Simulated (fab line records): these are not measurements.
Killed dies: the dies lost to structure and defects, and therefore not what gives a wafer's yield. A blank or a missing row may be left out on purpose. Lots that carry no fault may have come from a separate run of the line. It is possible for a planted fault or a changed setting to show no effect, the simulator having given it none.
Comparing a struck lot with a sound one | flow sky130 | 31 out of 708 route steps
Sound: the wafers L306.1, L306.2, L306.4. The struck wafers were L309.3, L309.4, L309.5. At the end, the cause is stated.
At each step with rows: each side's tool, then ch and its chambers, then its first start. Under that, the readings that differ: sound wafers | struck wafers | difference of the means | sigmas: that difference in standard deviations of wafers without a fault.
alike: readings with means less than 2 such deviations apart, plus words and numbers identical on both sides. not compared: withheld readings, readings lacking a value on some wafer, bounds such as >300 that could conceal the same value, and numbers that have no deviation in the record and whose values overlap.
The two part at a step that has a row with sigmas, a row that says differs or no value, or rows on one side only. Non-overlapping numbers with no deviation appear without sigmas and do not part them. A reading missing from all wafers of one side parts the sides only when that side holds two or more wafers.

first, 1 step without rows for these wafers: SKY_NWELL_IMPLANT_13.
SKY_NWELL_STRIP_14: strips in O2/N2.
  sound on plasma_asher-04 ch 0,1, day 5 04:31; struck on plasma_asher-01 ch 0,1, day 5 18:49
  alike: chamber_pressure_mTorr, drypump_motor_current_A, o2_flow_sccm, oes_product_au, strip_time_to_endpoint_s
  not compared: rf_hours_counter_h
SKY_NWELL_TW_MEAS_15:
  sound on film_metro-01 at day 5 04:37; struck on film_metro-01 at day 5 18:53
  alike: NWELL_TW
then, 7 steps without rows for these wafers: SKY_NWELL_DEHYDRATE_16 (time 60 s); SKY_NWELL_HMDS_17 (prime time 60 s); SKY_NWELL_COAT_18 (resist thk 3000 nm); SKY_NWELL_SOFTBAKE_19; SKY_NWELL_EXPOSE_20 (exposes mask NWM COMPLEMENT, target cd 840 nm); SKY_NWELL_PEB_21; SKY_NWELL_DEVELOP_22 (develop time 60 s).
SKY_NWELL_OVL_MEAS_23:
  sound on overlay-01 at day 5 23:04; struck on overlay-02 at day 6 13:23
  alike: NWELL_01_OVL
following that, these wafers have no rows for 1 step: SKY_NWELL_IMPLANT_24.
SKY_NWELL_STRIP_25: strips in O2/N2.
  sound on plasma_asher-01 ch 0,1, day 5 23:15; struck on plasma_asher-01 ch 0,1, day 6 13:35
  no value came back on the struck wafers for any of 5 readings (chamber_pressure_mTorr (mTorr), drypump_motor_current_A (A) and others); on the sound wafers chamber_pressure_mTorr (mTorr) reads 1500.0 1499.0 1502.1
  reading                                 | sound | struck         | difference | sigmas
  model.coat_of_NWELL_COAT_18.thk_nm (nm) | 0 0 0 | 2999 3003 3005 | +3002      |
  not compared: rf_hours_counter_h
SKY_NWELL_TW_MEAS_26:
  sound on film_metro-03 at day 5 23:21; struck on film_metro-01 at day 6 13:40
  reading    | sound       | struck      | difference | sigmas
  NWELL_2_TW | 488 490 489 | 499 499 502 | +11        | +2
then, 1 step without rows for these wafers: SKY_NWELL_CLEAN_27 (cleans in SC1/SC2, time 150 s).
SKY_NWELL_RTA_28: time 30 s.
  sound on rtp_anneal-01 ch 0, day 5 23:31; struck on rtp_anneal-01 ch 0, day 6 13:48
  alike: lamp_power_pct, wafer_temp_C_max
SKY_NWELL_RS_MEAS_29: measurement is done with a four-point probe.
  sound on film_metro-03 at day 5 23:37; struck on film_metro-03 at day 6 13:54
  alike: NWELL_RS
SKY_NWELL_RS_MEAS_31: measurement is done with a four-point probe.
  sound on film_metro-03 at day 5 23:51; struck on film_metro-03 at day 6 14:08
  reading          | sound          | struck         | difference | sigmas
  PWDE_RS (ohm/sq) | 5247 5238 5239 | 5286 5291 5277 | +43        | +3
then, 7 steps without rows for these wafers: SKY_VT_ADJUST_HVTP_DEHYDRATE_00 (time 60 s); SKY_VT_ADJUST_HVTP_HMDS_01 (prime time 60 s); SKY_VT_ADJUST_HVTP_COAT_02 (resist thk 1140 nm); SKY_VT_ADJUST_HVTP_SOFTBAKE_03 (time 60 s); SKY_VT_ADJUST_HVTP_EXPOSE_04 (exposes mask HVTPM, target cd 380 nm); SKY_VT_ADJUST_HVTP_PEB_05; SKY_VT_ADJUST_HVTP_DEVELOP_06 (develop time 60 s).
SKY_VT_ADJUST_HVTP_CD_MEAS_07 targets a cd of 380 nm.
  sound on cd_sem-02 at day 6 17:47; struck on cd_sem-01 at day 7 09:09
  reading    | sound             | struck            | difference | sigmas
  cd_nm (nm) | 376.5 376.9 379.3 | 385.3 382.9 385.4 | +7.0       | +3
SKY_VT_ADJUST_HVTP_OVL_MEAS_08:
  sound on overlay-01 at day 6 17:54; struck on overlay-02 at day 7 09:15
  alike: VT_ADJUST_HVTP_OVL
following that, these wafers have no rows for 1 step: SKY_VT_ADJUST_HVTP_IMPLANT_09.
SKY_VT_ADJUST_HVTP_STRIP_10: strips in O2/N2.
  sound on plasma_asher-02 ch 0,1, day 6 18:05; struck on plasma_asher-01 ch 0,1, day 7 09:27
  reading                      | sound             | struck            | difference | sigmas
  strip_time_to_endpoint_s (s) | 14.12 14.13 14.17 | 58.67 58.74 58.81 | +44.60     | +99 or more
  alike: chamber_pressure_mTorr, drypump_motor_current_A, o2_flow_sccm, oes_product_au
  not compared: rf_hours_counter_h
SKY_VT_ADJUST_HVTP_TW_MEAS_11:
  sound on film_metro-02 at day 6 18:11; struck on film_metro-04 at day 7 09:32
  reading           | sound          | struck   | difference | sigmas
  VT_ADJUST_HVTP_TW | 1339 1345 1343 | 30 30 30 | -1312      | -99 or more
then, 1 step without rows for these wafers: SKY_VT_ADJUST_LVTN_DEHYDRATE_00 (time 60 s).

== WHERE THEY PART ==
First at SKY_NWELL_STRIP_25; last, within this record, at SKY_VT_ADJUST_HVTP_TW_MEAS_11.

WHY: what had been put in by the simulator
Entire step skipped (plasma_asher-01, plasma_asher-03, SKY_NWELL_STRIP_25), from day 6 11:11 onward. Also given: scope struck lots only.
